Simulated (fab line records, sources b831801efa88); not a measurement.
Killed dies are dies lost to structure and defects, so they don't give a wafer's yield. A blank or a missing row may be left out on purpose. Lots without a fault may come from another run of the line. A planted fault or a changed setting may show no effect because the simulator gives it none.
Chamber matching | flow gf180mcu | GF_V5_ETCH_16 on rie_diel-04: 4 sister chambers
The step etches BARC in N2/H2. 4 wafers are shown with their chamber, then 8 later ones without.

WAFERS WITH THEIR CHAMBER
wafer  | chamber | drypump_motor_current_A (A)
L079.5 | 1       | 5.9
L081.2 | 2       | 6.3
L082.1 | 3       | 5.8
L086.2 | 0       | 6.7

WAFERS WITHOUT THEIR CHAMBER
wafer  | drypump_motor_current_A (A)
L086.4 | 5.7
L086.5 | 6.3
L090.2 | 5.9
L090.4 | 5.8
L090.6 | 6.0
L097.1 | 5.8
L097.2 | 6.3
L097.6 | 5.7

WHICH CHAMBER EACH WENT THROUGH
wafer  | from the rows above     | in truth
L086.4 | can't be placed: 3 or 1 | 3
L086.5 | 2                       | 2
L090.2 | can't be placed: 1 or 3 | 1
L090.4 | can't be placed: 3 or 1 | 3
L090.6 | can't be placed: 1 or 3 | 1
L097.1 | can't be placed: 3 or 1 | 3
L097.2 | 2                       | 2
L097.6 | can't be placed: 3 or 1 | 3
Placed correctly: 2 of 8. Can't be placed from these rows: 6 (the true chamber is among the candidates in 6). Placed wrongly: 0.
How it was worked out, from the rows above alone: a wafer's distance from a chamber is the root of the sum, over the readings, of the square of ((its reading less the chamber's mean) divided by the reading's scatter). The wafer belongs to the nearest chamber; if the next one is less than 2 further off, it can't be placed. A chamber's mean is the mean of its shown wafers. The scatter: with one shown wafer a chamber, the root of the mean of the squares of how far each hidden wafer lies from its nearest shown one.
